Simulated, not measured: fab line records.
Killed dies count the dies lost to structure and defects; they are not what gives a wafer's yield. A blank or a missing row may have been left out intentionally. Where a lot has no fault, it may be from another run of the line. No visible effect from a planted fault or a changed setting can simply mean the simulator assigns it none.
Which tool was responsible? -- flow gf180mcu -- Sampling: 6 lots, 18 wafers, 3 of 602 route steps

WHAT THE GAUGES SHOWED, per wafer
GF_HV_LDD_OVL_MEAS_08.
lot,measured,on,HV_LDD_OVL (nm)
L832,day 10 12:56,overlay-02,0.1 -0.2 -0.3
L834,day 11 07:14,overlay-02,-1.6 -2.1 -1.0
L837,day 12 02:11,overlay-01,-0.6 -0.6 -0.1
L841,day 13 08:17,overlay-02,-0.5 -0.5 -1.8
L844,day 14 12:35,overlay-01,-1.1 -0.2 -1.1

TOOL THAT RAN EACH LOT (tool first, then ch and the chambers of the sampled wafers, then the start)
lot,GF_POLY_GATE_ETCH_13,GF_POLY_GATE_STRIP_14
L832,"rie_si-01 ch 1,2,3, day 9 17:16","plasma_asher-01 ch 0,1, day 9 17:20"
L834,"rie_si-02 ch 1,3, day 10 11:46","plasma_asher-02 ch 0,1, day 10 11:50"
L837,"rie_si-02 ch 0,1,2, day 11 06:01","plasma_asher-04 ch 0,1, day 11 06:07"
L841,"rie_si-02 ch 0,1,2, day 12 11:38","plasma_asher-02 ch 0,1, day 12 11:41"
L844,"rie_si-02 ch 0,1, day 13 13:46","plasma_asher-02 ch 0,1, day 13 13:49"
L849,"rie_si-02 ch 0,1,2, day 15 00:16","plasma_asher-01 ch 0,1, day 15 00:19"
- GF_POLY_GATE_ETCH_13: etches poly-Si in HBr/Cl2, stops on SiO2, target depth 198.5 nm, time 69.6 s.
- GF_POLY_GATE_STRIP_14: strips in O2/N2.

THE ANSWER, worked out from the rows above alone
Rule: what is usual is taken from the lots themselves. Put in order of their means at a reading, lots are off if they are a third of the lots or fewer, leave a main group of 4 or more, and stand apart from it by a gap of 3 or more times the standard deviation of the main group's means; of several such gaps the widest counts. If all means in a main group match to the digits the tables above print for the reading, that group is not used. A lot without any number at a reading at which 4 lots or more have one is off too. Where the step has rows for the other lots, those lots are counted as sound.
No lot is off at any reading shown: from this, nothing can be told.

WHAT THE SIMULATOR HAD PUT IN
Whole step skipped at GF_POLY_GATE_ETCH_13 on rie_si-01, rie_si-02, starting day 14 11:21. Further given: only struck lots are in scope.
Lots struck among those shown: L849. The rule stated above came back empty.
